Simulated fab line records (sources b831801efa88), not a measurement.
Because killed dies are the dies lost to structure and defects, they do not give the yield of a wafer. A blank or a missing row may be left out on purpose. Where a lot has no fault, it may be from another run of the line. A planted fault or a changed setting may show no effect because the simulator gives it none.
Struck lot and sound lot, side by side -- flow sky130 -- 14 steps out of a route of 708
Sound: these wafers, L158.1, L158.3, L158.4. Struck: wafers L165.2, L165.4, L165.5. Last of all comes the cause.
Each step with rows lists, per side, the tool, then ch with its chambers, then its first start. Under that, the readings that differ: sound wafers -- struck wafers -- difference of the means -- sigmas: that difference in standard deviations of wafers without a fault.
alike: same words and numbers on both sides, and readings whose means sit less than 2 such deviations apart. not compared: any withheld reading, any reading some wafer has no value for, any bound like >300 that may hide the same value, and any number with overlapping values for which the record gives no deviation.
The two part at a step that has a row with sigmas, a row that says differs or no value, or rows on one side only. Numbers that don't overlap but have no deviation are shown without sigmas and don't part them. A reading that every wafer of one side lacks parts them only if that side has two wafers or more.

first, 3 steps without rows for these wafers: SKY_VT_ADJUST_HVTR_EXPOSE_04 (exposes mask HVTRM, target cd 380 nm); SKY_VT_ADJUST_HVTR_PEB_05; SKY_VT_ADJUST_HVTR_DEVELOP_06 (develop time 60 s).
SKY_VT_ADJUST_HVTR_CD_MEAS_07 targets a cd of 380 nm.
  sound on cd-sem-01 at day 11 21:44; struck on cd-sem-02 at day 13 20:02
  alike: cd-nm
SKY_VT_ADJUST_HVTR_OVL_MEAS_08:
  sound on overlay-01 at day 11 21:52; struck on overlay-01 at day 13 20:08
  alike: VT_ADJUST_HVTR_OVL
after that, 1 step had no rows for these wafers: SKY_VT_ADJUST_HVTR_IMPLANT_09.
SKY_VT_ADJUST_HVTR_STRIP_10: strips in O2/N2.
  sound on plasma-asher-04 ch 0,1, day 11 22:03; struck on plasma-asher-04 ch 0, day 13 20:19
  alike: drypump-motor-current-A, oes-product-au, strip-time-to-endpoint-s
  not compared: rf-hours-counter-h
SKY_VT_ADJUST_HVTR_TW_MEAS_11:
  sound on film-metro-04 at day 11 22:09; struck on film-metro-01 at day 13 20:26
  alike: VT_ADJUST_HVTR_TW
then, 4 steps without rows for these wafers: SKY_VT_ADJUST_PCH_DEHYDRATE_00 (time 60 s); SKY_VT_ADJUST_PCH_HMDS_01 (prime time 60 s); SKY_VT_ADJUST_PCH_COAT_02 (resist thk 3000 nm); SKY_VT_ADJUST_PCH_SOFTBAKE_03.
SKY_VT_ADJUST_PCH_EXPOSE_04: exposes mask NWM, target cd 840 nm.
  sound on iline-stepper-01 ch 0, day 12 10:07; struck on iline-stepper-01, day 14 09:40
  no value came back on the struck wafers for exposure-dose-mJ-cm2, focus-offset-nm (nm), reticle-temp-C (C), stage-vel-mm-s (mm/s); on the sound wafers exposure-dose-mJ-cm2 reads 255.12 255.03 255.05
  alike: mask
after that, 1 step had no rows for these wafers: SKY_VT_ADJUST_PCH_PEB_05.

== WHERE THEY PART ==
Only at SKY_VT_ADJUST_PCH_EXPOSE_04, within this record.

WHY: what had been put in by the simulator
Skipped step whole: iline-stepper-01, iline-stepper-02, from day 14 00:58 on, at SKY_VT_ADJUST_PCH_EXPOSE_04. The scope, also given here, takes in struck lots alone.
